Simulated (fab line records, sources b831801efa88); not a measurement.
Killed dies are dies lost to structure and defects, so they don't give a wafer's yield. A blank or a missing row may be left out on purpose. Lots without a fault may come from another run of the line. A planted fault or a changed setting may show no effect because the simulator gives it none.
A struck lot beside a sound one | flow sky130 | 34 steps out of a route of 708
Sound: wafers L751.1, L751.4, L751.6. Struck: wafers L761.1, L761.2, L761.5. The cause comes at the end.
At each step with rows: each side's tool, then ch and its chambers, then its first start. Under that, the readings that differ: sound wafers | struck wafers | difference of the means | sigmas: that difference in standard deviations of wafers without a fault.
alike: readings whose means differ by less than 2 such deviations, and words and numbers that are the same on both sides. not compared: withheld readings, readings that some wafer has no value for, bounds like >300 that may hide the same value, and numbers for which the record gives no deviation and whose values overlap.
The two part at a step that has a row with sigmas, a row that says differs or no value, or rows on one side only. Numbers that don't overlap but have no deviation are shown without sigmas and don't part them. A reading that every wafer of one side lacks parts them only if that side has two wafers or more.

first, 7 steps without rows for these wafers: SKY_SONOS_TUNNEL_DEVELOP_06 (develop time 60 s); SKY_SONOS_TUNNEL_IMPLANT_09; SKY_SONOS_TUNNEL_WET_ETCH_10 (etches SiO2 in dHF, target depth 14 nm, time 280 s); SKY_SONOS_TUNNEL_STRIP_11 (strips in SPM, time 600 s); SKY_SONOS_TUNNEL_CLEAN_13 (cleans in dHF, time 20 s); SKY_SONOS_ONO_OXIDATION_00 (stabilise 600 s, purge 300 s, target thk 2.6 nm); SKY_SONOS_ONO_CVD_02 (deposits Si3N4 from DCS/NH3, target thk 10.5 nm, time 180 s).
SKY_SONOS_ONO_CVD_04: deposits SiO2 from SiH4/N2O, target thk 5.7199 nm.
  sound on lpcvd-03 ch 1, day 14 07:48; struck on lpcvd-03 ch 1, day 17 14:18
  reading                                    | sound             | struck            | difference | sigmas
  spike_tc_bottom_C (C)                      | 921.1 919.2 920.5 | 971.8 973.9 973.8 | +52.9      | +18
  spike_tc_centre_C (C)                      | 901.2 903.4 902.3 | 954.7 954.9 956.1 | +52.9      | +53
  spike_tc_lower_C (C)                       | 897.6 897.4 898.7 | 951.4 949.5 951.0 | +52.7      | +35
  spike_tc_top_C (C)                         | 911.6 912.7 910.8 | 964.7 965.7 964.5 | +53.3      | +44
  spike_tc_upper_C (C)                       | 899.7 902.1 899.6 | 952.8 952.9 951.8 | +52.0      | +47
  susceptor_temp_C (C)                       | 900.7 900.2 899.8 | 953.1 952.6 953.5 | +52.8      | +99 or more
  zone_power_centre_pct (%)                  | 18.1 17.8 17.7    | 20.6 20.7 20.8    | +2.8       | +4
  zone_power_lower_pct (%)                   | 20.1 20.0 20.5    | 23.5 23.1 22.8    | +2.9       | +3
  zone_power_top_pct (%)                     | 34.9 34.5 35.0    | 38.7 39.1 38.6    | +4.0       | +7
  zone_power_upper_pct (%)                   | 18.2 18.5 18.5    | 21.1 21.1 20.8    | +2.6       | +8
  model.SiO2_of_SONOS_ONO_CVD_04.thk_nm (nm) | 5.842 6.006 5.859 | 9.199 9.239 9.124 | +3.285     |
SKY_SONOS_ONO_THK_MEAS_05:
  sound on film_metro-03, day 14 09:41; struck on film_metro-03, day 17 15:33
  reading                   | sound          | struck         | difference | sigmas
  SONOS_ONO_CVD_04_THK (nm) | 5.81 6.02 5.83 | 9.22 9.23 9.17 | +3.32      | +33
then, 23 steps without rows for these wafers: SKY_SONOS_ONO_DEHYDRATE_06 (time 60 s); SKY_SONOS_ONO_HMDS_07 (prime time 60 s); SKY_SONOS_ONO_COAT_08 (resist thk 1140 nm); SKY_SONOS_ONO_SOFTBAKE_09 (time 60 s); SKY_SONOS_ONO_EXPOSE_10 (exposes mask ONOM, target cd 410 nm); SKY_SONOS_ONO_PEB_11; SKY_SONOS_ONO_DEVELOP_12 (develop time 60 s); SKY_SONOS_ONO_ETCH_15 (etches the open film in CHF3/O2, target depth 19.52 nm, time 7.8 s); SKY_SONOS_ONO_WET_ETCH_16 (etches SiO2 in dHF, target depth 14 nm, time 280 s); SKY_SONOS_ONO_STRIP_17 (strips in O2/N2); SKY_SONOS_ONO_WET_ETCH_18 (etches Si3N4 in H3PO4, target depth 15 nm, time 172 s); SKY_GATE_OXIDE_CLEAN_00 (cleans in SC1/SC2, time 150 s); SKY_GATE_OXIDE_OXIDATION_01 (stabilise 600 s, purge 300 s, target thk 10.268 nm); SKY_GATE_OXIDE_DEHYDRATE_03 (time 60 s); SKY_GATE_OXIDE_HMDS_04 (prime time 60 s); SKY_GATE_OXIDE_COAT_05 (resist thk 1140 nm); SKY_GATE_OXIDE_SOFTBAKE_06 (time 60 s); SKY_GATE_OXIDE_EXPOSE_07 (exposes mask LVOM, target cd 600 nm); SKY_GATE_OXIDE_PEB_08; SKY_GATE_OXIDE_DEVELOP_09 (develop time 60 s); SKY_GATE_OXIDE_IMPLANT_11; SKY_GATE_OXIDE_WET_ETCH_12 (etches SiO2 in dHF, target depth 16.8 nm, time 336 s); SKY_GATE_OXIDE_STRIP_13 (strips in O2/N2).
-- the record jumps here: 3 days lie between the struck wafers' starts before and after --
SKY_GATE_OXIDE_CLEAN_15: cleans in SC1/SC2, time 150 s.
  sound on wet_bench-03 ch 0, day 16 20:02; struck on wet_bench-01 ch 3, day 20 06:26
  reading                                    | sound             | struck            | difference | sigmas
  temp_c (C)                                 | 70.04 70.14 70.08 | 69.71 69.87 69.73 | -0.32      | -3
  model.SiO2_of_SONOS_ONO_CVD_04.thk_nm (nm) | 4.322 4.485 4.343 | 7.669 7.706 7.59  | +3.272     |
  alike: bath_heat_duty_pct
-- the record jumps here: 30 days lie between the struck wafers' starts before and after (it left off in module GATE_OXIDE and takes up again in module PAD_OPEN, whose first step shown is number 708 of the route) --
SKY_PAD_OPEN_PROBE_99:
  sound on prober-01, day 48 01:10; struck on prober-02, day 50 00:29
  alike: killed_at_M0_to_M3, killed_at_M4_up, killed_at_contacts, killed_at_front_end, killed_at_other, killed_dies, killed_open, killed_short

WHERE THEY PART
First at SKY_SONOS_ONO_CVD_04; last, within this record, at SKY_GATE_OXIDE_CLEAN_15. Later steps at which nothing parts them and some readings are alike: SKY_PAD_OPEN_PROBE_99.

WHY: what the simulator had put in
Process parameter drift: lpcvd-03, from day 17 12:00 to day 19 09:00, at SKY_SONOS_ONO_CVD_04. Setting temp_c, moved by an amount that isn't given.
